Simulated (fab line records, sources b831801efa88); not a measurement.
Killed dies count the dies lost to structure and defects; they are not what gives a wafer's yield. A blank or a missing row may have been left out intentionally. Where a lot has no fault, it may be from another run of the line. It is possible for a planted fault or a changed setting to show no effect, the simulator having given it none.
Which tool is to blame? / flow gf180mcu / 15 lots with 45 wafers sampled at 3 steps, on a route of 602 steps

WHAT THE GAUGES READ, wafer by wafer
The record lacks any reading of a measuring or inspecting step that a usual standard deviation could be used to judge.

EACH LOT AND THE TOOL THAT RAN IT (in order: tool; ch and the chambers of the sampled wafers; start)
lot=L793; GF_MVPSD_STRIP_10=plasma asher-02 ch 0,1, day 5 03:19; GF_HV_LDD_DEVELOP_18=litho track-01 ch 0, day 10 20:00; GF_PSD_STRIP_10=plasma asher-02 ch 0,1, day 14 07:11
lot=L797; GF_MVPSD_STRIP_10=plasma asher-03 ch 1, day 5 23:12; GF_HV_LDD_DEVELOP_18=litho track-03 ch 0, day 12 02:28; GF_PSD_STRIP_10=plasma asher-04 ch 0,1, day 15 16:50
lot=L798; GF_MVPSD_STRIP_10=plasma asher-02 ch 0,1, day 6 03:27; GF_HV_LDD_DEVELOP_18=litho track-01 ch 0, day 12 11:09; GF_PSD_STRIP_10=plasma asher-02 ch 0,1, day 16 02:01
lot=L800; GF_MVPSD_STRIP_10=plasma asher-03 ch 0,1, day 6 17:18; GF_HV_LDD_DEVELOP_18=litho track-01 ch 0, day 13 04:58; GF_PSD_STRIP_10=plasma asher-02 ch 0,1, day 17 01:02
lot=L801; GF_MVPSD_STRIP_10=plasma asher-01 ch 0,1, day 7 00:01; GF_HV_LDD_DEVELOP_18=litho track-01 ch 0, day 13 16:47; GF_PSD_STRIP_10=plasma asher-03 ch 0,1, day 17 12:23
lot=L802; GF_MVPSD_STRIP_10=plasma asher-03 ch 1, day 7 06:58; GF_HV_LDD_DEVELOP_18=litho track-03 ch 0, day 13 16:01; GF_PSD_STRIP_10=plasma asher-03 ch 1, day 17 10:31
lot=L803; GF_MVPSD_STRIP_10=plasma asher-03 ch 0,1, day 7 13:16; GF_HV_LDD_DEVELOP_18=litho track-01 ch 0, day 14 01:46; GF_PSD_STRIP_10=plasma asher-02 ch 0,1, day 17 23:17
lot=L804; GF_MVPSD_STRIP_10=plasma asher-01 ch 0,1, day 7 20:37; GF_HV_LDD_DEVELOP_18=litho track-02 ch 0, day 14 09:58; GF_PSD_STRIP_10=plasma asher-03 ch 1, day 18 06:26
lot=L805; GF_MVPSD_STRIP_10=plasma asher-03 ch 0,1, day 7 22:46; GF_HV_LDD_DEVELOP_18=litho track-03 ch 0, day 14 11:28; GF_PSD_STRIP_10=plasma asher-03 ch 0,1, day 18 08:13
lot=L807; GF_MVPSD_STRIP_10=plasma asher-03 ch 0,1, day 8 13:16; GF_HV_LDD_DEVELOP_18=litho track-03, day 15 01:04; GF_PSD_STRIP_10=-
lot=L808; GF_MVPSD_STRIP_10=plasma asher-03 ch 0,1, day 8 18:28; GF_HV_LDD_DEVELOP_18=litho track-01, day 15 08:40; GF_PSD_STRIP_10=-
lot=L809; GF_MVPSD_STRIP_10=plasma asher-02 ch 0, day 9 01:01; GF_HV_LDD_DEVELOP_18=litho track-01, day 15 14:01; GF_PSD_STRIP_10=-
lot=L814; GF_MVPSD_STRIP_10=plasma asher-01 ch 0,1, day 10 05:53; GF_HV_LDD_DEVELOP_18=litho track-03 ch 0, day 17 04:43; GF_PSD_STRIP_10=plasma asher-03 ch 0,1, day 21 08:25
lot=L815; GF_MVPSD_STRIP_10=plasma asher-02 ch 0,1, day 10 10:01; GF_HV_LDD_DEVELOP_18=litho track-03 ch 0, day 17 14:16; GF_PSD_STRIP_10=plasma asher-04 ch 0,1, day 21 18:01
lot=L816; GF_MVPSD_STRIP_10=plasma asher-02 ch 0,1, day 10 18:15; GF_HV_LDD_DEVELOP_18=litho track-02 ch 0, day 18 01:19; GF_PSD_STRIP_10=plasma asher-03 ch 0,1, day 22 05:52
- GF_MVPSD_STRIP_10: strips in O2/N2.
- GF_HV_LDD_DEVELOP_18: develop time 60 s.
- GF_PSD_STRIP_10: strips in O2/N2.

AS READ BY THE TOOLS THEMSELVES (means over the sampled wafers that have a number; for cases with no such wafer, the mark the record gives instead)
GF_MVPSD_STRIP_10. Usual: drypump motor current A 5.5 A, standard deviation 0.35; heater power w 345 W, standard deviation 55; oes product au 0.723 a.u., standard deviation 0.0048; strip time to endpoint s 36.98 s, standard deviation 0.099.
lot=L793; tool=plasma asher-02; drypump motor current A (A)=5.7; heater power w (W)=303; oes product au (a.u.)=0.718; strip time to endpoint s (s)=37.09; flag=
lot=L797; tool=plasma asher-03; drypump motor current A (A)=5.4; heater power w (W)=330; oes product au (a.u.)=0.727; strip time to endpoint s (s)=37.03; flag=
lot=L798; tool=plasma asher-02; drypump motor current A (A)=5.7; heater power w (W)=300; oes product au (a.u.)=0.724; strip time to endpoint s (s)=36.84; flag=
lot=L800; tool=plasma asher-03; drypump motor current A (A)=5.3; heater power w (W)=361; oes product au (a.u.)=0.717; strip time to endpoint s (s)=36.91; flag=
lot=L801; tool=plasma asher-01; drypump motor current A (A)=6.0; heater power w (W)=310; oes product au (a.u.)=0.726; strip time to endpoint s (s)=36.97; flag=
lot=L802; tool=plasma asher-03; drypump motor current A (A)=5.3; heater power w (W)=326; oes product au (a.u.)=0.724; strip time to endpoint s (s)=37.05; flag=
lot=L803; tool=plasma asher-03; drypump motor current A (A)=5.1; heater power w (W)=399; oes product au (a.u.)=0.722; strip time to endpoint s (s)=36.94; flag=
lot=L804; tool=plasma asher-01; drypump motor current A (A)=5.9; heater power w (W)=329; oes product au (a.u.)=0.718; strip time to endpoint s (s)=37.08; flag=
lot=L805; tool=plasma asher-03; drypump motor current A (A)=5.2; heater power w (W)=360; oes product au (a.u.)=0.723; strip time to endpoint s (s)=36.82; flag=
lot=L807; tool=plasma asher-03; drypump motor current A (A)=5.1; heater power w (W)=397; oes product au (a.u.)=0.725; strip time to endpoint s (s)=37.01; flag=
lot=L808; tool=plasma asher-03; drypump motor current A (A)=5.1; heater power w (W)=397; oes product au (a.u.)=0.725; strip time to endpoint s (s)=37.02; flag=
lot=L809; tool=plasma asher-02; drypump motor current A (A)=5.7; heater power w (W)=280; oes product au (a.u.)=0.726; strip time to endpoint s (s)=36.97; flag=
lot=L814; tool=plasma asher-01; drypump motor current A (A)=6.0; heater power w (W)=314; oes product au (a.u.)=0.729; strip time to endpoint s (s)=37.09; flag=
lot=L815; tool=plasma asher-02; drypump motor current A (A)=5.8; heater power w (W)=322; oes product au (a.u.)=0.724; strip time to endpoint s (s)=36.89; flag=
lot=L816; tool=plasma asher-02; drypump motor current A (A)=5.7; heater power w (W)=324; oes product au (a.u.)=0.723; strip time to endpoint s (s)=37.08; flag=

GF_HV_LDD_DEVELOP_18. Usual: chill plate temp C 23.02 C, standard deviation 0.11.
lot=L793; tool=litho track-01; chill plate temp C (C)=23.12; flag=
lot=L797; tool=litho track-03; chill plate temp C (C)=23.05; flag=
lot=L798; tool=litho track-01; chill plate temp C (C)=22.91; flag=
lot=L800; tool=litho track-01; chill plate temp C (C)=23.05; flag=
lot=L801; tool=litho track-01; chill plate temp C (C)=23.05; flag=
lot=L802; tool=litho track-03; chill plate temp C (C)=22.96; flag=
lot=L803; tool=litho track-01; chill plate temp C (C)=23.03; flag=
lot=L804; tool=litho track-02; chill plate temp C (C)=22.91; flag=
lot=L805; tool=litho track-03; chill plate temp C (C)=23.19; flag=
lot=L807; tool=litho track-03; chill plate temp C (C)=-; flag=OFF
lot=L808; tool=litho track-01; chill plate temp C (C)=-; flag=OFF
lot=L809; tool=litho track-01; chill plate temp C (C)=-; flag=OFF
lot=L814; tool=litho track-03; chill plate temp C (C)=22.98; flag=
lot=L815; tool=litho track-03; chill plate temp C (C)=22.97; flag=
lot=L816; tool=litho track-02; chill plate temp C (C)=23.02; flag=

GF_PSD_STRIP_10. Usual: drypump motor current A 5.4 A, standard deviation 0.32; heater power w 353 W, standard deviation 53; oes product au 0.592 a.u., standard deviation 0.0043; strip time to endpoint s 16.54 s, standard deviation 0.035.
lot=L793; tool=plasma asher-02; drypump motor current A (A)=5.7; heater power w (W)=300; oes product au (a.u.)=0.595; strip time to endpoint s (s)=16.53; flag=
lot=L797; tool=plasma asher-04; drypump motor current A (A)=5.1; heater power w (W)=347; oes product au (a.u.)=0.596; strip time to endpoint s (s)=16.50; flag=
lot=L798; tool=plasma asher-02; drypump motor current A (A)=5.7; heater power w (W)=302; oes product au (a.u.)=0.589; strip time to endpoint s (s)=16.52; flag=
lot=L800; tool=plasma asher-02; drypump motor current A (A)=5.8; heater power w (W)=322; oes product au (a.u.)=0.593; strip time to endpoint s (s)=16.49; flag=
lot=L801; tool=plasma asher-03; drypump motor current A (A)=5.3; heater power w (W)=363; oes product au (a.u.)=0.591; strip time to endpoint s (s)=16.56; flag=
lot=L802; tool=plasma asher-03; drypump motor current A (A)=5.3; heater power w (W)=325; oes product au (a.u.)=0.589; strip time to endpoint s (s)=16.56; flag=
lot=L803; tool=plasma asher-02; drypump motor current A (A)=5.7; heater power w (W)=299; oes product au (a.u.)=0.590; strip time to endpoint s (s)=16.56; flag=
lot=L804; tool=plasma asher-03; drypump motor current A (A)=5.4; heater power w (W)=325; oes product au (a.u.)=0.594; strip time to endpoint s (s)=16.58; flag=
lot=L805; tool=plasma asher-03; drypump motor current A (A)=5.3; heater power w (W)=366; oes product au (a.u.)=0.594; strip time to endpoint s (s)=16.56; flag=
lot=L814; tool=plasma asher-03; drypump motor current A (A)=5.3; heater power w (W)=364; oes product au (a.u.)=0.593; strip time to endpoint s (s)=16.55; flag=
lot=L815; tool=plasma asher-04; drypump motor current A (A)=5.3; heater power w (W)=371; oes product au (a.u.)=0.591; strip time to endpoint s (s)=16.57; flag=
lot=L816; tool=plasma asher-03; drypump motor current A (A)=5.1; heater power w (W)=397; oes product au (a.u.)=0.591; strip time to endpoint s (s)=16.58; flag=

THE ANSWER, worked out from the rows above alone
Rule: a lot counts as off when the mean over its wafers that have a number is more than 3 standard deviations away from the usual mean. A lot without any number at a reading at which 4 lots or more have one is off too. All remaining lots with rows at the step are treated as sound. After the gauges, taken in route order, come the tools' own readings; for these a lot's mean is taken, as printed above. At the first step where some lot is off, the reading lying furthest off is the one used; lots without a number count as furthest.
Off: L807, L808, L809 (GF_HV_LDD_DEVELOP_18, chill plate temp C). Without a number there: L807, L808, L809.
A tool fits if, at that step or a process step before it, it ran every lot that is off, and no sound lot after the first of them. No candidate that was tried fits.

WHAT WAS PUT IN BY THE SIMULATOR
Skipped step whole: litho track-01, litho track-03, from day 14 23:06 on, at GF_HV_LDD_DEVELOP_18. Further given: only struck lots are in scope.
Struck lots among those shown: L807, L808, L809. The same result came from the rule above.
